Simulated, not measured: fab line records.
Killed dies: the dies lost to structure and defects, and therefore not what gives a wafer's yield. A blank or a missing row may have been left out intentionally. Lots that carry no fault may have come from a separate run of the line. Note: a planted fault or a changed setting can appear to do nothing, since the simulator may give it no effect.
Which of the tools did it? | flow sky130 | Sampling: 6 lots, 18 wafers, 5 of 708 route steps

WHAT EACH GAUGE READ, for each wafer
SKY_LDD_HVN_TW_MEAS_10.
lot  | measured     | on            | LDD_HVN_TW
L287 | day 21 13:54 | film-metro-04 | 1445 1446 1447
L289 | day 22 12:54 | film-metro-04 | 1453 1442 1440
L292 | day 23 10:52 | film-metro-03 | 1423 1431 1421
L295 | day 24 03:29 | film-metro-03 | 1432 1427 1422
L297 | day 24 22:19 | film-metro-01 | 1444 1450 1444
L304 | day 27 05:42 | film-metro-03 | 30 30 30

WHAT TOOL EACH LOT RAN ON (gives the tool, then ch and the chambers of the sampled wafers, and finally the start)
lot  | SKY_SONOS_ONO_ETCH_15              | SKY_GATE_OXIDE_STRIP_13              | SKY_LDD_P_STRIP_10                   | SKY_LDD_HVN_STRIP_09
L287 | rie-diel-04 ch 1,2,3, day 13 15:52 | plasma-asher-01 ch 0,1, day 14 20:16 | plasma-asher-04 ch 0,1, day 20 06:44 | plasma-asher-04 ch 0,1, day 21 13:48
L289 | rie-diel-04 ch 0,2,3, day 14 11:34 | plasma-asher-01 ch 0,1, day 15 17:08 | plasma-asher-03 ch 0,1, day 21 05:02 | plasma-asher-03 ch 0,1, day 22 12:47
L292 | rie-diel-04 ch 1,3, day 15 09:52   | plasma-asher-01 ch 0,1, day 16 15:41 | plasma-asher-04 ch 0,1, day 22 04:13 | plasma-asher-03 ch 0,1, day 23 10:45
L295 | rie-diel-02 ch 1,3, day 16 00:19   | plasma-asher-01 ch 0,1, day 17 06:40 | plasma-asher-03 ch 0,1, day 22 21:16 | plasma-asher-02 ch 1, day 24 03:23
L297 | rie-diel-02 ch 0,1,3, day 16 18:43 | plasma-asher-01 ch 0,1, day 18 05:32 | plasma-asher-01 ch 0,1, day 23 16:16 | plasma-asher-04 ch 0,1, day 24 22:14
L304 | rie-diel-02 ch 1,2,3, day 19 04:34 | plasma-asher-04 ch 0, day 20 14:04   | plasma-asher-04 ch 1, day 26 00:23   | plasma-asher-03 ch 0, day 27 05:35
- SKY_SONOS_ONO_ETCH_15: etches the open film in CHF3/O2, target depth 19.52 nm, time 7.8 s.
- SKY_GATE_OXIDE_STRIP_13: strips in O2/N2.
- SKY_LDD_P_STRIP_10: strips in O2/N2.
- SKY_LDD_HVN_STRIP_09: strips in O2/N2.

THE ANSWER, worked out from the rows above alone
Rule: usual is defined by the lots themselves. Put in order of their means at a reading, lots are off if they are a third of the lots or fewer, leave a main group of 4 or more, and stand apart from it by a gap of 3 or more times the standard deviation of the main group's means; of several such gaps the widest counts. Not used: any main group whose means are identical at the precision the tables above print for the reading. Also off: a lot with no number at a reading for which 4 or more lots have one. All remaining lots with rows at the step are treated as sound.
Off: at SKY_LDD_HVN_TW_MEAS_10 (LDD_HVN_TW), L304. The main group has a mean of 1438 with a standard deviation of 9.7.
A tool fits if, at a process step before that reading, it ran every lot that is off, and no sound lot after the first of them. Those tools and the gauges at SKY_LDD_HVN_TW_MEAS_10 are tried in the same way. Can't be told from this: 4 tools fit, rie-diel-02 at SKY_SONOS_ONO_ETCH_15, plasma-asher-04 at SKY_GATE_OXIDE_STRIP_13 and SKY_LDD_P_STRIP_10, plasma-asher-03 at SKY_LDD_HVN_STRIP_09, film-metro-03 at SKY_LDD_HVN_TW_MEAS_10.

WHAT HAD BEEN PUT IN BY THE SIMULATOR
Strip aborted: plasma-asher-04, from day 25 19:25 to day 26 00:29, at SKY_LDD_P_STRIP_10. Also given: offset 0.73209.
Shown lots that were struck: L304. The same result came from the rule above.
